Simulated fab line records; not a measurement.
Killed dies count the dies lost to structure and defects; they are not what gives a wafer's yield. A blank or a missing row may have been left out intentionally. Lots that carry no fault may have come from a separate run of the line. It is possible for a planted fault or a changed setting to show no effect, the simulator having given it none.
The same fault as seen by 2 desks    flow gf180mcu    every desk sees just its own numbers, and what lay behind them comes last

AT THE METROLOGY DESK
What the gauges read, lot by lot, whatever tool the lot ran on: means of the sampled wafers that have a number. Any lot whose mean is over 4 standard deviations away from the usual mean is out of limits and marked OUT; that distance is given in the brackets.
Columns: A = cd-nm at GF_HV_LDD_CD_MEAS_46, usual 402.3 nm; B = HV_LDD_RS at GF_HV_LDD_RS_MEAS_53, usual 418.6 ohm/sq
lot   first seen here  A      B
L706  day 12 12:51     403.6  418.7
L707  day 12 20:58     402.1  417.2
L708  day 13 04:19     400.1  418.8
L710  day 13 18:05     405.2  416.6
L713  day 15 05:35     403.0  418.0
L714  day 16 00:02     405.3  419.2
L717  day 16 19:41     399.6  418.5
L716  day 16 21:29     402.2  417.7
L719  day 16 23:38     398.9  418.8
L718  day 17 02:02     406.2  417.9
L723  day 18 10:08     402.2  424.6 (+6.8) OUT
L725  day 18 22:29     408.0  418.4
L726  day 19 08:01     404.8  423.2 (+5.2) OUT
This desk finds L723, L726 out of limits, with the earliest case on L723 at day 18 10:44 (HV_LDD_RS at GF_HV_LDD_RS_MEAS_53). L706, L707, L708, L710, L713, L714, L717, L716, L719, L718, L725: within limits.

THE TOOL OWNER'S DESK: implanter-02
GF_HV_LDD_IMPLANT_09, tool's own readings: per-lot mean of the sampled wafers with a number, covering each lot this tool ran. Any lot whose mean is over 4 standard deviations away from the usual mean is out of limits and marked OUT; that distance is given in the brackets.
Columns: A = beam-energy-keV at GF_HV_LDD_IMPLANT_09, usual 40.000; B = dose-ions-cm2 at GF_HV_LDD_IMPLANT_09, usual 1.0001e+14
lot   first seen here  A       B
L707  day 10 11:50     39.991  9.9933e+13
L708  day 10 18:46     40.004  1.0007e+14
L714  day 13 07:09     39.990  1.0003e+14
L716  day 14 02:33     40.013  9.9940e+13
L718  day 14 08:00     39.998  1.0013e+14
L723  day 15 14:20     39.998  9.7650e+13 (-25) OUT
L726  day 16 09:56     39.998  9.7647e+13 (-25) OUT
Finding of this desk: L723, L726 out of limits; the first was L723 at day 15 14:20, on dose-ions-cm2 at GF_HV_LDD_IMPLANT_09. L707, L708, L714, L716, L718: within limits.

BROUGHT TOGETHER
The tool owner's desk could have raised an alarm at day 15 14:20, on L723, L726.
At day 18 10:44 the metrology desk could have sounded an alarm, on L723, L726.
Of the lots named, all ran GF_HV_LDD_IMPLANT_09 on implanter-02.

WHAT THE SIMULATOR PUT IN
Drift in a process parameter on implanter-02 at GF_HV_LDD_IMPLANT_09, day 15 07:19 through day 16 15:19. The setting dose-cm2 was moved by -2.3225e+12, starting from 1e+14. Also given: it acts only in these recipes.
Shown lots that were struck: L723, L726.
Fault start to first reading out of limits, in hours, per desk: tool owner, 7; metrology, 75.
